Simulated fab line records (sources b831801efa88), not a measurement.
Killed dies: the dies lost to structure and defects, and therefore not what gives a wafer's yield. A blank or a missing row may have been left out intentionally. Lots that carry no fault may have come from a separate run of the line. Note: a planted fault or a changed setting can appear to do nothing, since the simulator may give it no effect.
fab line records	flow sky130
record lots=9	wafers=27	lastDay=50
route steps=708 shown METAL1@434 PAD_OPEN@708
lots untouched by any fault: they come from a run of this same line in which no faults occurred
startH: hours from the record's opening day to when the first of the lot's shown wafers began	waitH: hours since the lot's step before	" repeats the value in the row above	L1.1+2: a row that stands for several wafers	- value missing, or start not given	* or withheld: withheld	< > ~ a bound
route shown NAME@n: NAME is a module with steps in the file, n the number in the route of the first one	usual: average and standard deviation across the fault-free wafers	same: alike in all rows	chamber/n: place in a boat	sites: per-site readings	_std_site: the values' standard deviation	_edge_site: outer sites' mean less inner sites'	radiusMm: how far each site lies from the wafer's centre	mask NAME#n: copy n	behind: the most recent tool/chamber to have shaped the wafer	hold: cause of the lot's hold/its duration in hours/its outcome	device: the n, p or np transistor that did not switch	end of line: the route-end tests of the same wafers	a step without rows: its recipe alone	killed: the dies lost at the first sort to structure and to defects; this is not the yield of the wafer	map: shows each die of a wafer: x if killed, . if not, _ if none is there
set.NAME: the setting as run; set.NAME@STEP: as run at that earlier step	model.NAME: the simulator's own value behind a step, which no gauge read
route steps across a sampled set of lots; one table per step, one row per wafer
services: from which hour (startH, from the record's first day; less than 0 if before it) a tool's chamber was out of use, for how many hours, and why
## steps
# step SKY_METAL1_SPUTTER_00
# recipe material=Ti	targetThkNm=15	powerW=3000	timeS=10	chamberPressurePa=0.4
# usual throttleValvePct=30.0/1.3
lot.wafer	tool	chamber	startH	waitH	throttleValvePct
L129.3	pvdSputter-04	-	814.08	0.1	32.1
L129.4	"	-	"	"	28.4
L129.6	"	-	"	"	31.8
L130.1	pvdSputter-02	-	823.40	0.1	28.1
L130.3	"	-	"	"	30.5
L130.4	"	-	"	"	30.0
L131.3	pvdSputter-02	-	832.30	0.1	29.6
L131.4	"	-	"	"	28.3
L131.6	"	-	"	"	29.2
L132.1	pvdSputter-02	-	836.66	0.2	29.3
L132.2	"	-	"	"	30.0
L132.4	"	-	"	"	30.3
L133.2	pvdSputter-02	-	870.75	0.1	30.5
L133.4	"	-	"	"	30.2
L133.5	"	-	"	"	29.1
L136.4	pvdSputter-02	-	872.38	0.2	29.3
L136.5	"	-	"	"	30.3
L136.6	"	-	"	"	28.3
L137.1	pvdSputter-04	-	881.60	0.2	29.3
L137.5	"	-	"	"	28.7
L137.6	"	-	"	"	29.3
L138.3	pvdSputter-02	-	898.61	0.2	28.8
L138.4	"	-	"	"	29.9
L138.5	"	-	"	"	29.2
L139.1	pvdSputter-04	-	916.05	0.1	32.1
L139.3	"	-	"	"	28.6
L139.6	"	-	"	"	32.3
# step SKY_METAL1_SPUTTER_01
# recipe material=TiN	targetThkNm=20	powerW=6500	timeS=16.7	chamberPressurePa=0.4
# usual throttleValvePct=30.0/1.3
lot.wafer	tool	chamber	startH	waitH	throttleValvePct
L129.3	pvdSputter-04	-	814.10	0.0	32.1
L129.4	"	-	"	"	28.5
L129.6	"	-	"	"	32.3
L130.1	pvdSputter-02	-	823.42	0.0	28.7
L130.3	"	-	"	"	30.4
L130.4	"	-	"	"	30.2
L131.3	pvdSputter-02	-	832.33	0.0	29.6
L131.4	"	-	"	"	28.3
L131.6	"	-	"	"	29.1
L132.1	pvdSputter-02	-	836.68	0.0	29.2
L132.2	"	-	"	"	30.0
L132.4	"	-	"	"	30.3
L133.2	pvdSputter-02	-	870.77	0.0	30.4
L133.4	"	-	"	"	30.3
L133.5	"	-	"	"	29.2
L136.4	pvdSputter-02	-	872.40	0.0	29.5
L136.5	"	-	"	"	30.4
L136.6	"	-	"	"	28.5
L137.1	pvdSputter-04	-	881.62	0.0	29.4
L137.5	"	-	"	"	28.3
L137.6	"	-	"	"	29.3
L138.3	pvdSputter-02	-	898.63	0.0	28.3
L138.4	"	-	"	"	30.0
L138.5	"	-	"	"	29.5
L139.1	pvdSputter-04	-	916.07	0.0	32.0
L139.3	"	-	"	"	28.8
L139.6	"	-	"	"	32.2
# step SKY_METAL1_CD_MEAS_15
# recipe targetCdNm=140
# usual cdNm=140.3/1.5
lot.wafer	tool	chamber	startH	waitH	cdNm
L129.3	cdSem-01	-	840.28	-	140.0
L129.4	"	-	"	"	140.5
L129.6	"	-	"	"	140.7
L130.1	cdSem-02	-	849.41	-	142.5
L130.3	"	-	"	"	141.4
L130.4	"	-	"	"	141.5
L131.3	cdSem-01	-	858.93	-	141.0
L131.4	"	-	"	"	141.8
L131.6	"	-	"	"	140.8
L132.1	cdSem-02	-	863.61	-	139.8
L132.2	"	-	"	"	139.3
L132.4	"	-	"	"	137.7
L133.2	cdSem-02	-	896.71	-	136.8
L133.4	"	-	"	"	139.1
L133.5	"	-	"	"	138.9
L136.4	cdSem-01	-	898.08	-	142.1
L136.5	"	-	"	"	141.0
L136.6	"	-	"	"	141.1
L137.1	cdSem-02	-	906.72	-	144.1
L137.5	"	-	"	"	143.4
L137.6	"	-	"	"	143.0
L138.3	cdSem-01	-	923.51	-	140.6
L138.4	"	-	"	"	140.8
L138.5	"	-	"	"	141.2
L139.1	cdSem-01	-	940.49	-	141.5
L139.3	"	-	"	"	141.9
L139.6	"	-	"	"	142.5
# step SKY_METAL1_ETCH_18
# recipe chemistry=N2/H2	target=BARC	ionEnergyEv=200	biasW=100	pressureMtorr=30	n2FlowSccm=100	h2FlowSccm=200	icpW=500	stopOn=SiO2	timeS=45.9	targetDepthA=600
# usual biasW=100.02/0.29	chamberPressureMTorr=30.005/0.027	drypumpMotorCurrentA=5.8/0.39	h2FlowSccm=200.0/0.56	heBacksideLeakSccm=3.46/0.23	oesProductAu=0.854/0.0048	throttleValvePct=13.225/0.0094
lot.wafer	tool	chamber	startH	waitH	biasW	chamberPressureMTorr	drypumpMotorCurrentA	h2FlowSccm	heBacksideLeakSccm	oesProductAu	rfHoursCounterH	throttleValvePct
L129.3	rieMetal-01	0	840.46	0.0	-	-	-	-	-	-	-	-
L129.4	"	1	"	"	-	-	-	-	-	-	-	-
L129.6	"	1	"	"	-	-	-	-	-	-	-	-
L130.1	rieMetal-01	0	849.60	0.0	-	-	-	-	-	-	-	-
L130.3	"	0	"	"	-	-	-	-	-	-	-	-
L130.4	"	1	"	"	-	-	-	-	-	-	-	-
L131.3	rieMetal-02	1	859.10	0.0	99.88	29.997	5.8	199.5	3.66	0.846	-	13.231
L131.4	"	0	"	"	100.01	30.003	5.0	199.4	3.58	0.858	-	13.235
L131.6	"	0	"	"	100.07	29.995	4.9	200.3	3.40	0.855	-	13.231
L132.1	rieMetal-02	0	863.80	0.0	100.31	30.015	5.0	200.7	3.24	0.842	14	13.218
L132.2	"	1	"	"	100.09	29.981	5.8	199.7	3.51	0.852	1	13.215
L132.4	"	1	"	"	100.47	29.967	5.8	200.4	3.45	0.858	-	13.218
L133.2	rieMetal-01	1	896.87	0.0	100.54	29.967	5.8	200.3	3.50	0.858	6	13.242
L133.4	"	1	"	"	100.38	30.052	5.8	200.7	3.49	0.862	-	13.211
L133.5	"	0	"	"	99.73	30.038	5.9	200.2	3.29	0.846	-	13.229
L136.4	rieMetal-01	0	898.23	0.0	99.55	30.001	5.9	200.1	3.46	0.856	-	13.247
L136.5	"	1	"	"	100.46	29.997	5.8	198.6	3.62	0.860	-	13.219
L136.6	"	0	"	"	100.21	29.979	5.8	199.5	3.43	0.861	-	13.220
L137.1	rieMetal-01	1	906.91	0.0	99.69	29.977	5.8	199.6	3.62	0.855	6	13.219
L137.5	"	1	"	"	100.36	29.988	5.8	199.7	3.57	0.850	-	13.225
L137.6	"	0	"	"	100.33	30.039	5.9	200.5	3.24	0.864	-	13.217
L138.3	rieMetal-03	0	923.68	0.0	99.88	29.999	6.3	200.6	3.90	0.853	-	13.218
L138.4	"	1	"	"	99.63	30.005	5.7	200.4	3.28	0.862	-	13.212
L138.5	"	0	"	"	99.61	29.988	6.3	199.2	3.76	0.859	-	13.225
L139.1	rieMetal-01	0	940.67	0.0	99.83	29.994	5.8	200.6	3.23	0.854	8	13.213
L139.3	"	1	"	"	100.35	29.984	5.8	199.5	3.53	0.852	-	13.237
L139.6	"	1	"	"	100.26	30.048	5.8	199.8	3.52	0.846	-	13.219
# step SKY_METAL1_METAL_ETCH_19
# recipe targetDepthA=3600	stopOn=SiO2	overEtchFrac=0.3	timeS=78	chemistry=Cl2/BCl3	resistSidewallDeg=88	pressureMtorr=10	icpW=900	biasW=48.5	Cl2_flow_sccm=60	bcl3FlowSccm=30
# usual bcl3FlowSccm=30.00/0.096	biasW=48.50/0.15	drypumpMotorCurrentA=5.7/0.39	heBacksideLeakSccm=3.5/0.41	oesProductAu=0.855/0.0055	throttleValvePct=22.265/0.0087
lot.wafer	tool	chamber	startH	waitH	bcl3FlowSccm	biasW	drypumpMotorCurrentA	heBacksideLeakSccm	oesProductAu	rfHoursCounterH	throttleValvePct
L129.3	rieMetal-01	0	840.56	0.1	29.94	48.38	5.9	3.5	0.383	-	22.247
L129.4	"	1	"	"	29.94	48.81	5.8	3.5	0.371	-	22.269
L129.6	"	1	"	"	29.99	48.85	5.8	3.5	0.375	-	22.265
L130.1	rieMetal-01	0	849.66	0.0	29.95	48.57	5.9	3.2	0.377	5	22.262
L130.3	"	0	"	"	29.82	48.27	5.9	3.1	0.370	-	22.275
L130.4	"	1	"	"	29.94	48.57	5.8	3.6	0.375	-	22.259
L131.3	rieMetal-02	1	859.17	0.1	29.91	48.79	5.8	3.4	0.847	-	22.253
L131.4	"	0	"	"	30.08	48.78	4.9	3.5	0.854	-	22.276
L131.6	"	0	"	"	29.93	48.49	4.9	3.5	0.860	-	22.261
L132.1	rieMetal-02	0	863.86	0.0	30.04	48.32	4.9	3.7	0.865	14	22.268
L132.2	"	1	"	"	29.93	48.62	5.8	3.4	0.859	1	22.262
L132.4	"	1	"	"	29.82	48.74	5.8	3.3	0.856	-	22.254
L133.2	rieMetal-01	1	896.94	0.0	30.05	48.39	5.8	3.5	0.855	6	22.252
L133.4	"	1	"	"	29.91	48.56	5.8	3.6	0.853	-	22.261
L133.5	"	0	"	"	29.90	48.50	5.9	3.2	0.865	-	22.271
L136.4	rieMetal-01	0	898.30	0.1	30.01	48.44	5.8	3.5	0.846	-	22.262
L136.5	"	1	"	"	29.99	48.86	5.8	3.5	0.863	-	22.259
L136.6	"	0	"	"	30.10	48.28	5.8	3.5	0.860	-	22.264
L137.1	rieMetal-01	1	906.97	0.0	29.94	48.51	5.8	3.6	0.854	6	22.271
L137.5	"	1	"	"	29.85	48.56	5.8	3.5	0.857	-	22.263
L137.6	"	0	"	"	30.08	48.73	5.9	3.3	0.861	-	22.257
L138.3	rieMetal-03	0	923.75	0.1	30.12	48.74	6.3	3.7	0.850	-	22.275
L138.4	"	1	"	"	30.06	48.55	5.7	3.6	0.849	-	22.274
L138.5	"	0	"	"	30.05	48.51	6.3	3.7	0.856	-	22.271
L139.1	rieMetal-01	0	940.74	0.0	29.80	48.44	5.9	3.3	0.853	9	22.265
L139.3	"	1	"	"	30.04	48.42	5.8	3.6	0.855	-	22.264
L139.6	"	1	"	"	30.15	48.57	5.8	3.5	0.851	-	22.265
# step SKY_METAL1_STRIP_20
# recipe chemistry=O2/N2	powerW=1400	pressureMtorr=1500	platenTempC=withheld	o2FlowSccm=3000	n2FlowSccm=300	overashFraction=0.5
# usual drypumpMotorCurrentA=5.9/0.33	o2FlowSccm=3002/8.7	oesProductAu=0.342/0.0051	stripTimeToEndpointS=2.70/0.037
lot.wafer	tool	chamber	startH	waitH	drypumpMotorCurrentA	o2FlowSccm	oesProductAu	rfHoursCounterH	stripTimeToEndpointS
L129.3	plasmaAsher-02	0	840.67	0.1	5.9	3013	0.365	-	3.21
L129.4	"	1	"	"	6.1	2985	0.364	-	3.21
L129.6	"	1	"	"	6.1	3015	0.366	-	3.23
L130.1	plasmaAsher-02	0	849.75	0.1	5.9	2998	0.367	43	3.17
L130.3	"	1	"	"	6.2	3006	0.355	-	3.16
L130.4	"	0	"	"	5.9	3002	0.365	-	3.18
L131.3	plasmaAsher-04	1	859.26	0.1	5.9	3018	0.337	-	2.66
L131.4	"	0	"	"	5.6	3010	0.335	-	2.65
L131.6	"	1	"	"	5.9	3004	0.344	-	2.67
L132.1	plasmaAsher-04	1	863.95	0.1	5.9	3005	0.344	11	2.68
L132.2	"	0	"	"	5.6	2998	0.337	11	2.65
L132.4	"	0	"	"	5.6	2994	0.338	-	2.65
L133.2	plasmaAsher-02	0	897.03	0.1	5.8	3006	0.347	49	2.72
L133.4	"	0	"	"	5.8	3003	0.349	-	2.72
L133.5	"	0	"	"	5.8	3001	0.338	-	2.72
L136.4	plasmaAsher-04	1	898.40	0.1	5.9	3013	0.356	-	2.77
L136.5	"	0	"	"	5.6	2995	0.344	-	2.76
L136.6	"	1	"	"	5.9	2996	0.342	-	2.74
L137.1	plasmaAsher-04	0	907.06	0.1	5.6	2995	0.345	15	2.75
L137.5	"	0	"	"	5.6	3004	0.342	-	2.72
L137.6	"	1	"	"	5.9	2983	0.344	-	2.72
L138.3	plasmaAsher-02	0	923.85	0.1	5.9	3007	0.352	-	2.65
L138.4	"	1	"	"	6.2	3006	0.345	-	2.64
L138.5	"	1	"	"	6.1	3006	0.336	-	2.66
L139.1	plasmaAsher-03	0	940.83	0.1	5.4	3009	0.338	80	2.67
L139.3	"	1	"	"	6.4	3017	0.346	-	2.71
L139.6	"	1	"	"	6.4	3011	0.335	-	2.72
# step SKY_PAD_OPEN_PROBE_99
# usual defectLimitedYield=82.7/1.9	killed_at_M0_to_M3=43/6.6	killed_at_M4_up=3.1/1.6	killedAtContacts=23/5.6	killedAtFrontEnd=15/4.2	killedAtOther=0.2/0.43	killedDies=85/9.3	killedOnRim=17/3.6	killedOpen=46/6.6	killedShort=39/6.2	sort_bin_3_pad_short=0.8/0.37	sort_bin_5_function=10.2/1.5	sort_bin_6_memory=6.2/1.1	sortNPass=407/9.3	sortYieldPct=82.7/1.9
# same grossDies=492	killedAtBackSide=0	sort_bin_4_leakage[%]=0	sort_bin_8_speed[%]=0
lot.wafer	tool	chamber	startH	waitH	hold	defectLimitedYield[%]	killed_at_M0_to_M3	killed_at_M4_up	killedAtContacts	killedAtFrontEnd	killedAtOther	killedDies	killedOnRim	killedOpen	killedShort	sort_bin_3_pad_short[%]	sort_bin_5_function[%]	sort_bin_6_memory[%]	sortNPass	sortYieldPct[%]
L129.3	prober-02	-	1133.06	0.2	awaitDispo/1.4h/scrap	0	461	2	19	10	0	492	96	37	42	1.2	91.7	7.1	0	0
L129.4	prober-02	-	1133.11	0.2	awaitDispo/1.4h/scrap	0	437	5	34	16	0	492	96	51	40	1.4	90.7	7.9	0	0
L129.6	prober-02	-	1133.21	0.2	awaitDispo/1.4h/scrap	0	450	3	29	10	0	492	96	38	42	0.6	93.3	6.1	0	0
L130.1	prober-01	-	1141.25	0.1	awaitDispo/1.0h/scrap	0	458	1	23	9	1	492	96	45	31	0.2	95.1	4.7	0	0
L130.3	prober-01	-	1141.35	0.2	awaitDispo/1.0h/scrap	0	436	4	31	21	0	492	96	57	44	1.0	91.7	7.3	0	0
L130.4	prober-01	-	1141.40	0.2	awaitDispo/1.0h/scrap	0	448	1	23	20	0	492	96	39	28	0.4	95.3	4.3	0	0
L131.3	prober-02	-	1143.50	0.2	-	80.9	46	2	28	17	1	94	24	49	45	1.0	12.2	5.9	398	80.9
L131.4	prober-02	-	1143.55	0.2	-	81.7	36	4	26	24	0	90	14	47	43	0.4	11.8	6.1	402	81.7
L131.6	prober-02	-	1143.65	0.2	-	79.5	44	4	38	15	0	101	19	46	55	0.8	12.4	7.3	391	79.5
L132.1	prober-01	-	1148.94	0.1	-	81.5	46	2	26	17	0	91	19	60	31	0.6	11.6	6.3	401	81.5
L132.2	prober-01	-	1148.99	0.1	-	83.3	41	3	26	12	0	82	14	42	40	0.8	9.8	6.1	410	83.3
L132.4	prober-01	-	1149.09	0.2	-	86.2	35	2	17	14	0	68	16	35	33	0.6	9.1	4.1	424	86.2
L133.2	prober-01	-	1172.98	0.1	-	85.4	37	3	19	13	0	72	10	45	27	0.6	8.5	5.5	420	85.4
L133.4	prober-01	-	1173.08	0.2	-	83.5	45	3	18	15	0	81	11	43	38	1.0	10.2	5.3	411	83.5
L133.5	prober-01	-	1173.13	0.2	-	83.1	30	4	31	18	0	83	16	40	43	0.6	9.1	7.1	409	83.1
L136.4	prober-01	-	1174.58	0.2	-	82.1	41	8	24	14	1	88	13	37	51	1.2	12.8	3.9	404	82.1
L136.5	prober-01	-	1174.63	0.2	-	81.5	57	5	13	16	0	91	16	51	40	1.6	9.6	7.3	401	81.5
L136.6	prober-01	-	1174.68	0.2	-	83.7	46	2	16	16	0	80	18	46	34	0.6	11.6	4.1	412	83.7
L137.1	prober-02	-	1179.56	0.1	-	81.7	46	3	29	12	0	90	19	50	40	0.8	10.2	7.3	402	81.7
L137.5	prober-02	-	1179.76	0.2	-	81.9	44	4	22	19	0	89	18	46	43	1.6	10.4	6.1	403	81.9
L137.6	prober-02	-	1179.81	0.2	-	84.6	45	0	16	15	0	76	12	38	38	1.0	10.0	4.5	416	84.6
L138.3	prober-01	-	1190.17	0.2	-	81.5	40	3	34	14	0	91	18	53	38	0.8	10.2	7.5	401	81.5
L138.4	prober-01	-	1190.22	0.2	-	85.6	38	1	17	14	1	71	15	29	42	1.4	7.9	5.1	421	85.6
L138.5	prober-01	-	1190.27	0.2	-	82.9	44	3	19	16	2	84	22	50	34	0.8	11.0	5.3	408	82.9
L139.1	prober-01	-	1201.35	0.1	-	82.7	45	2	20	18	0	85	12	41	41	0.6	10.6	6.1	407	82.7
L139.3	prober-01	-	1201.45	0.2	-	83.5	47	2	22	10	0	81	12	46	35	0.6	7.7	8.1	411	83.5
L139.6	prober-01	-	1201.60	0.2	-	82.7	40	3	32	9	1	85	16	50	35	0.8	11.4	5.1	407	82.7
# killed by level:class
L129.3 METAL1:areaEtch=413 METAL2:geometricParticle:short=12 METAL1:geometricParticle:short=10 VIA3:geometricParticle:open=7 CONTACT:geometricParticle:open=6 LOCAL_INTERCONNECT:geometricParticle:open=5 VIA1:geometricParticle:short=4 VIA1:geometricParticle:open=4
L129.4 METAL1:areaEtch=401 CONTACT:geometricParticle:open=12 VIA1:geometricParticle:open=10 VIA2:geometricParticle:open=9 LI_CONTACT:geometricParticle:short=7 LI_CONTACT:geometricParticle:open=7 VIA3:geometricParticle:open=5 METAL4:geometricParticle:short=5
L129.6 METAL1:areaEtch=412 CONTACT:geometricParticle:open=15 METAL2:geometricParticle:short=11 METAL1:geometricParticle:short=7 VIA1:geometricParticle:open=7 CONTACT:geometricParticle:short=5 FIELD_ISO:geometricParticle:short=4 LOCAL_INTERCONNECT:geometricParticle:short=4
L130.1 METAL1:areaEtch=416 VIA1:geometricParticle:open=12 CONTACT:geometricParticle:open=7 FIELD_ISO:geometricParticle:short=5 LI_CONTACT:geometricParticle:open=5 METAL2:geometricParticle:short=4 CONTACT:geometricParticle:short=4 VIA1:geometricParticle:short=4
L130.3 METAL1:areaEtch=391 CONTACT:geometricParticle:open=15 VIA1:geometricParticle:open=11 CONTACT:geometricParticle:short=7 VIA2:geometricParticle:open=7 VIA1:geometricParticle:short=6 METAL3:geometricParticle:short=5 LOCAL_INTERCONNECT:geometricParticle:short=5
L130.4 METAL1:areaEtch=425 CONTACT:geometricParticle:open=8 LI_CONTACT:geometricParticle:open=7 VIA1:geometricParticle:open=6 FIELD_ISO:geometricParticle:short=5 FIELD_ISO:geometricParticle:open=4 POLY_GATE:geometricParticle:short=4 VIA3:geometricParticle:short=4
L131.3 CONTACT:geometricParticle:open=12 METAL2:geometricParticle:short=10 VIA1:geometricParticle:open=10 CONTACT:geometricParticle:short=7 FIELD_ISO:geometricParticle:short=6 FIELD_ISO:geometricParticle:open=5 VIA2:geometricParticle:open=5 VIA3:geometricParticle:open=5
L131.4 CONTACT:geometricParticle:open=11 FIELD_ISO:geometricParticle:short=7 CONTACT:geometricParticle:short=7 VIA1:geometricParticle:open=7 METAL2:geometricParticle:short=7 POLY_GATE:geometricParticle:open=6 POLY_GATE:geometricParticle:short=4 LI_CONTACT:geometricParticle:open=4
L131.6 CONTACT:geometricParticle:open=13 METAL2:geometricParticle:short=12 VIA1:geometricParticle:open=8 CONTACT:geometricParticle:short=7 LOCAL_INTERCONNECT:geometricParticle:short=6 FIELD_ISO:geometricParticle:short=5 VIA2:geometricParticle:open=5 LI_CONTACT:geometricParticle:short=4
L132.1 CONTACT:geometricParticle:open=14 VIA2:geometricParticle:open=12 VIA3:geometricParticle:open=10 VIA1:geometricParticle:open=7 FIELD_ISO:geometricParticle:open=6 LI_CONTACT:geometricParticle:open=6 METAL3:geometricParticle:short=5 FIELD_ISO:geometricParticle:short=4
L132.2 VIA1:geometricParticle:open=11 CONTACT:geometricParticle:open=7 LI_CONTACT:geometricParticle:open=6 VIA1:geometricParticle:short=6 CONTACT:geometricParticle:short=5 VIA3:geometricParticle:open=5 METAL1:geometricParticle:short=5 VIA3:geometricParticle:short=5
L132.4 VIA1:geometricParticle:open=10 METAL1:geometricParticle:short=7 FIELD_ISO:geometricParticle:open=6 CONTACT:geometricParticle:open=5 VIA3:geometricParticle:open=5 CONTACT:geometricParticle:short=4 FIELD_ISO:geometricParticle:short=3 LI_CONTACT:geometricParticle:open=3
L133.2 LI_CONTACT:geometricParticle:open=9 FIELD_ISO:geometricParticle:open=8 VIA1:geometricParticle:open=8 VIA2:geometricParticle:open=8 METAL2:geometricParticle:short=5 VIA3:geometricParticle:short=5 CONTACT:geometricParticle:open=4 VIA3:geometricParticle:open=4
L133.4 VIA1:geometricParticle:open=12 VIA3:geometricParticle:open=9 CONTACT:geometricParticle:open=6 CONTACT:geometricParticle:short=6 VIA1:geometricParticle:short=6 FIELD_ISO:geometricParticle:short=4 METAL2:geometricParticle:short=4 VIA2:geometricParticle:short=4
L133.5 CONTACT:geometricParticle:open=9 VIA1:geometricParticle:open=9 POLY_GATE:geometricParticle:short=7 LI_CONTACT:geometricParticle:open=6 LOCAL_INTERCONNECT:geometricParticle:short=6 CONTACT:geometricParticle:short=5 SPACER:geometricParticle:short=4 METAL2:geometricParticle:short=4
L136.4 VIA1:geometricParticle:open=10 METAL2:geometricParticle:short=8 LI_CONTACT:geometricParticle:open=7 METAL1:geometricParticle:short=6 CONTACT:geometricParticle:open=6 FIELD_ISO:geometricParticle:short=5 POLY_GATE:geometricParticle:short=5 LOCAL_INTERCONNECT:geometricParticle:short=5
L136.5 VIA3:geometricParticle:open=13 VIA1:geometricParticle:open=9 METAL1:geometricParticle:short=8 FIELD_ISO:geometricParticle:short=7 VIA2:geometricParticle:open=7 METAL2:geometricParticle:short=6 CONTACT:geometricParticle:open=5 LI_CONTACT:geometricParticle:open=5
L136.6 VIA1:geometricParticle:open=15 VIA3:geometricParticle:open=7 FIELD_ISO:geometricParticle:short=6 LI_CONTACT:geometricParticle:open=5 VIA2:geometricParticle:open=5 CONTACT:geometricParticle:short=4 METAL2:geometricParticle:short=4 VIA3:geometricParticle:short=4
L137.1 VIA1:geometricParticle:open=11 VIA3:geometricParticle:open=9 LI_CONTACT:geometricParticle:open=8 CONTACT:geometricParticle:open=7 VIA1:geometricParticle:short=7 VIA2:geometricParticle:open=7 FIELD_ISO:geometricParticle:short=5 LI_CONTACT:geometricParticle:short=4
L137.5 VIA1:geometricParticle:open=10 CONTACT:geometricParticle:open=9 POLY_GATE:geometricParticle:short=7 VIA2:geometricParticle:open=7 FIELD_ISO:geometricParticle:short=5 VIA2:geometricParticle:short=5 VIA3:geometricParticle:open=5 METAL2:geometricParticle:short=4
L137.6 VIA3:geometricParticle:short=7 METAL1:geometricParticle:short=7 VIA1:geometricParticle:open=7 VIA3:geometricParticle:open=7 POLY_GATE:geometricParticle:open=5 LI_CONTACT:geometricParticle:open=5 FIELD_ISO:geometricParticle:short=4 VIA1:geometricParticle:short=4
L138.3 LI_CONTACT:geometricParticle:open=11 VIA1:geometricParticle:open=11 FIELD_ISO:geometricParticle:open=8 CONTACT:geometricParticle:open=8 LOCAL_INTERCONNECT:geometricParticle:short=6 METAL1:geometricParticle:short=6 VIA2:geometricParticle:open=6 CONTACT:geometricParticle:short=5
L138.4 LI_CONTACT:geometricParticle:open=7 METAL2:geometricParticle:short=7 POLY_GATE:geometricParticle:short=5 METAL1:geometricParticle:short=5 VIA3:geometricParticle:open=5 FIELD_ISO:geometricParticle:short=4 CONTACT:geometricParticle:open=4 VIA2:geometricParticle:open=4
L138.5 VIA1:geometricParticle:open=10 CONTACT:geometricParticle:open=9 VIA3:geometricParticle:open=7 VIA1:geometricParticle:short=6 FIELD_ISO:geometricParticle:open=5 LI_CONTACT:geometricParticle:open=5 METAL2:geometricParticle:short=5 FIELD_ISO:geometricParticle:short=4
L139.1 LI_CONTACT:geometricParticle:open=8 CONTACT:geometricParticle:open=7 METAL1:geometricParticle:short=7 METAL3:geometricParticle:short=6 VIA1:geometricParticle:open=6 VIA2:geometricParticle:open=6 FIELD_ISO:geometricParticle:open=4 FIELD_ISO:geometricParticle:short=4
L139.3 VIA3:geometricParticle:open=11 LI_CONTACT:geometricParticle:open=8 VIA2:geometricParticle:open=8 VIA1:geometricParticle:open=7 CONTACT:geometricParticle:open=5 VIA1:geometricParticle:short=5 FIELD_ISO:geometricParticle:short=4 LI_CONTACT:geometricParticle:short=4
L139.6 CONTACT:geometricParticle:open=12 LI_CONTACT:geometricParticle:open=10 VIA3:geometricParticle:open=8 VIA1:geometricParticle:open=6 VIA1:geometricParticle:short=5 METAL1:geometricParticle:short=4 POLY_GATE:geometricParticle:open=4 VIA2:geometricParticle:short=4
## services
tool	chamber	startH	hours	kind
plasmaAsher-04	-	793.73	17.9	pm
rieMetal-02	1	818.03	-	clean
rieMetal-02	1	818.03	19.3	scheduledDown
rieMetal-02	1	818.03	19.3	ventCycle
pvdSputter-04	-	829.68	2.6	repair
pvdSputter-04	0	834.66	-	consumableReplace:kit
pvdSputter-04	0	834.66	18.0	scheduledDown
pvdSputter-04	0	834.66	18.0	ventCycle
pvdSputter-04	-	842.94	2.8	repair
pvdSputter-02	3	869.47	-	consumableReplace:kit
pvdSputter-02	3	869.47	18.0	scheduledDown
pvdSputter-02	3	869.47	18.0	ventCycle
plasmaAsher-04	-	881.52	2.8	pm
rieMetal-03	-	881.98	1.2	repair
rieMetal-02	0	898.25	75.1	repair
pvdSputter-04	-	905.54	3.6	repair
## key
firstSign step=SKY_METAL1_ETCH_18	reading=toolRecord	direction=missing
effect step=SKY_METAL1_METAL_ETCH_19	reading=oesProductAu	direction=down	sigmas=87	usual=0.855	struck=0.375
effect step=SKY_METAL1_STRIP_20	reading=stripTimeToEndpointS	direction=up	sigmas=14	usual=*	struck=*
effect step=SKY_PAD_OPEN_PROBE_99	reading=killed_at_M0_to_M3	direction=up	sigmas=61	usual=43	struck=448
moreKillsBornAt SKY_METAL1_ETCH_18@rieMetal-01=2458
metAt SKY_METAL1_ETCH_18
struckLots L129,L130
laterRowsLeftOut L129.3,L129.4,L129.6,L130.1,L130.3,L130.4
notActingAt SKY_METAL1_SPUTTER_00,SKY_METAL1_SPUTTER_01,SKY_METAL1_CD_MEAS_15
fault kind=skippedStepWhole	tool=rieMetal-01	chamber=-	onsetH=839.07	steps=SKY_METAL1_ETCH_18	scope=struckLotsOnly
# laterRowsLeftOut: the simulator's readings of these wafers behind a module that went badly wrong aren't trusted and aren't shown, but for the sort
